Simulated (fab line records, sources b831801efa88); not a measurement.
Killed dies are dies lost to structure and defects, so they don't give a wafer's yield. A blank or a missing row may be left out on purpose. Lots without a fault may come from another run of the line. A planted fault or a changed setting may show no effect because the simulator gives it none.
Which tool did it? | flow sky130 | 12 lots, 36 wafers sampled, at 5 steps of a route of 708

WHAT THE GAUGES READ, wafer by wafer
SKY_VIA2_THK_MEAS_01.
lot  | measured     | on            | VIA2_HDPCVD_THK (nm)
L805 | day 35 14:58 | film_metro-01 | 1191 1200 1186
L807 | day 36 04:17 | film_metro-04 | 1182 1180 1188
L810 | day 37 06:17 | film_metro-03 | 1179 1177 1183
L812 | day 38 10:56 | film_metro-04 | 1194 1197 1178
L815 | day 39 00:27 | film_metro-03 | 1162 1186 1179
L817 | day 39 17:50 | film_metro-03 | 1176 1166 1165
L818 | day 40 11:08 | film_metro-01 | 1171 1198 2175
L821 | day 40 12:51 | film_metro-01 | 1184 2179 1187
L820 | day 40 13:39 | film_metro-03 | 2168 1172 2172
L822 | day 40 18:19 | film_metro-03 | 1181 1187 2176
L826 | day 41 17:27 | film_metro-04 | 1170 1161 1164
L828 | day 42 06:11 | film_metro-01 | 1187 1191 1190

SKY_VIA2_CD_MEAS_12: target cd 200 nm.
lot  | measured     | on        | cd_nm (nm)
L805 | day 36 17:47 | cd_sem-02 | 199.6 197.2 197.9
L807 | day 37 07:37 | cd_sem-01 | 199.5 200.6 199.1
L810 | day 38 08:28 | cd_sem-01 | 201.7 199.5 200.6
L812 | day 39 11:53 | cd_sem-02 | 200.2 200.8 201.0
L815 | day 40 01:53 | cd_sem-01 | 200.5 199.6 199.9
L817 | day 40 17:56 | cd_sem-02 | 200.8 200.8 201.0
L818 | day 41 11:35 | cd_sem-02 | 200.1 200.9 200.5
L821 | day 41 13:14 | cd_sem-02 | 199.6 199.4 201.2
L820 | day 41 14:46 | cd_sem-02 | 202.6 200.1 201.9
L822 | day 41 18:55 | cd_sem-02 | 201.4 202.5 202.7
L826 | day 42 17:31 | cd_sem-02 | 199.7 200.4 201.0
L828 | day 43 05:40 | cd_sem-01 | 200.3 200.8 200.6

WHICH TOOL RAN EACH LOT (tool, then ch and the chambers of the sampled wafers, then the start)
lot  | SKY_VIA1_CMP_24               | SKY_METAL2_STRIP_20                  | SKY_VIA2_HDPCVD_00
L805 | cmp-02 ch 0,1,2, day 34 10:25 | plasma_asher-01 ch 0,1, day 35 14:11 | hdpcvd-02 ch 1,2, day 35 14:50
L807 | cmp-01 ch 0,2,3, day 35 00:27 | plasma_asher-01 ch 0,1, day 36 03:32 | hdpcvd-02 ch 0,2, day 36 04:10
L810 | cmp-01 ch 1,3, day 36 02:25   | plasma_asher-01 ch 0,1, day 37 05:32 | hdpcvd-02 ch 0,1,2, day 37 06:10
L812 | cmp-02 ch 0,3, day 37 07:35   | plasma_asher-01 ch 0,1, day 38 10:10 | hdpcvd-02 ch 0,1, day 38 10:47
L815 | cmp-01 ch 0,1,2, day 37 21:13 | plasma_asher-04 ch 0,1, day 38 23:43 | hdpcvd-01 ch 0,1,2, day 39 00:19
L817 | cmp-01 ch 0,1, day 38 14:55   | plasma_asher-04 ch 1, day 39 17:07   | hdpcvd-02 ch 0,1,2, day 39 17:43
L818 | cmp-02 ch 0,2, day 39 08:50   | plasma_asher-02 ch 1, day 40 10:23   | hdpcvd-02 ch 1,2, day 40 10:59
L821 | cmp-02 ch 1,2, day 39 11:00   | plasma_asher-01 ch 0,1, day 40 12:01 | hdpcvd-02 ch 0,1,2, day 40 12:45
L820 | cmp-01 ch 0,2,3, day 39 11:27 | plasma_asher-04 ch 0,1, day 40 12:56 | hdpcvd-02 ch 1,2, day 40 13:32
L822 | cmp-02 ch 0,1,2, day 39 16:49 | plasma_asher-01 ch 0,1, day 40 17:37 | hdpcvd-02 ch 1,2, day 40 18:11
L826 | cmp-02 ch 0,1,2, day 40 16:01 | plasma_asher-04 ch 0,1, day 41 16:44 | hdpcvd-01 ch 0,2, day 41 17:19
L828 | cmp-02 ch 2,3, day 41 04:28   | plasma_asher-01 ch 0,1, day 42 05:26 | hdpcvd-01 ch 0,1, day 42 06:03
- SKY_VIA1_CMP_24: polishes, stops on SiO2, t overpolish 15 s, target thk 0 nm.
- SKY_METAL2_STRIP_20: strips in O2/N2.
- SKY_VIA2_HDPCVD_00: deposits SiO2, target thk 1180 nm, time 196.7 s.

WHAT THE TOOLS THEMSELVES READ (means of the sampled wafers that have a number; where no wafer has one, the mark that the record gives instead)
SKY_VIA1_CMP_24.
lot  | tool   | motor_current_A (A) | overpolish_run_s (s) | time_to_endpoint_s (s)
L805 | cmp-02 | 10.5                | 14.998               | 62
L807 | cmp-01 | 11.8                | 14.995               | 68
L810 | cmp-01 | 11.2                | 15.001               | 63
L812 | cmp-02 | 11.3                | 15.000               | 62
L815 | cmp-01 | 12.0                | 15.003               | 67
L817 | cmp-01 | 11.6                | 15.006               | 66
L818 | cmp-02 | 10.2                | 14.997               | 61
L821 | cmp-02 | 9.6                 | 15.000               | 60
L820 | cmp-01 | 11.9                | 15.004               | 63
L822 | cmp-02 | 10.6                | 15.002               | 62
L826 | cmp-02 | 10.4                | 14.997               | 63
L828 | cmp-02 | 10.1                | 14.989               | 59

SKY_METAL2_STRIP_20.
lot  | tool            | drypump_motor_current_A (A) | oes_product_au (a.u.) | strip_time_to_endpoint_s (s)
L805 | plasma_asher-01 | 5.3                         | 0.343                 | 2.71
L807 | plasma_asher-01 | 5.4                         | 0.342                 | 2.72
L810 | plasma_asher-01 | 5.3                         | 0.341                 | 2.68
L812 | plasma_asher-01 | 5.6                         | 0.346                 | 2.74
L815 | plasma_asher-04 | 5.6                         | 0.340                 | 2.69
L817 | plasma_asher-04 | 5.7                         | 0.347                 | 2.71
L818 | plasma_asher-02 | 5.9                         | 0.342                 | 2.69
L821 | plasma_asher-01 | 5.3                         | 0.342                 | 2.66
L820 | plasma_asher-04 | 5.6                         | 0.341                 | 2.69
L822 | plasma_asher-01 | 5.4                         | 0.335                 | 2.64
L826 | plasma_asher-04 | 5.6                         | 0.344                 | 2.68
L828 | plasma_asher-01 | 5.4                         | 0.343                 | 2.69

THE ANSWER, worked out from the rows above alone
Rule: what is usual is taken from the lots themselves. Put in order of their means at a reading, lots are off if they are a third of the lots or fewer, leave a main group of 4 or more, and stand apart from it by a gap of 3 or more times the standard deviation of the main group's means; of several such gaps the widest counts. A main group whose means are all the same, to the digits that the tables above print for the reading, isn't used. A lot without any number at a reading at which 4 lots or more have one is off too. The other lots that the step has rows for count as sound. The gauges are gone through in route order, then the tools' own readings, and for those a lot's mean is taken as printed above. The first step at which some lot is off is used, and at that step the reading that is off furthest; a lot without a number counts as furthest.
Off: L818, L821, L820, L822, at SKY_VIA2_THK_MEAS_01 (VIA2_HDPCVD_THK). The main group: mean 1180 nm, standard deviation 9.4.
A tool fits if, at a process step before that reading, it ran every lot that is off, and no sound lot after the first of them. The gauges at SKY_VIA2_THK_MEAS_01 are tried like those tools. One fits: hdpcvd-02 at SKY_VIA2_HDPCVD_00. Its last sound lot is L817 (day 39 17:43), its first lot that is off L818 (day 40 10:59): a fault that began between those two fits.

WHAT THE SIMULATOR HAD PUT IN
Process parameter drift: hdpcvd-02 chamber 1, from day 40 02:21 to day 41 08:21, at SKY_VIA2_HDPCVD_00. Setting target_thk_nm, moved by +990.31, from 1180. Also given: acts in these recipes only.
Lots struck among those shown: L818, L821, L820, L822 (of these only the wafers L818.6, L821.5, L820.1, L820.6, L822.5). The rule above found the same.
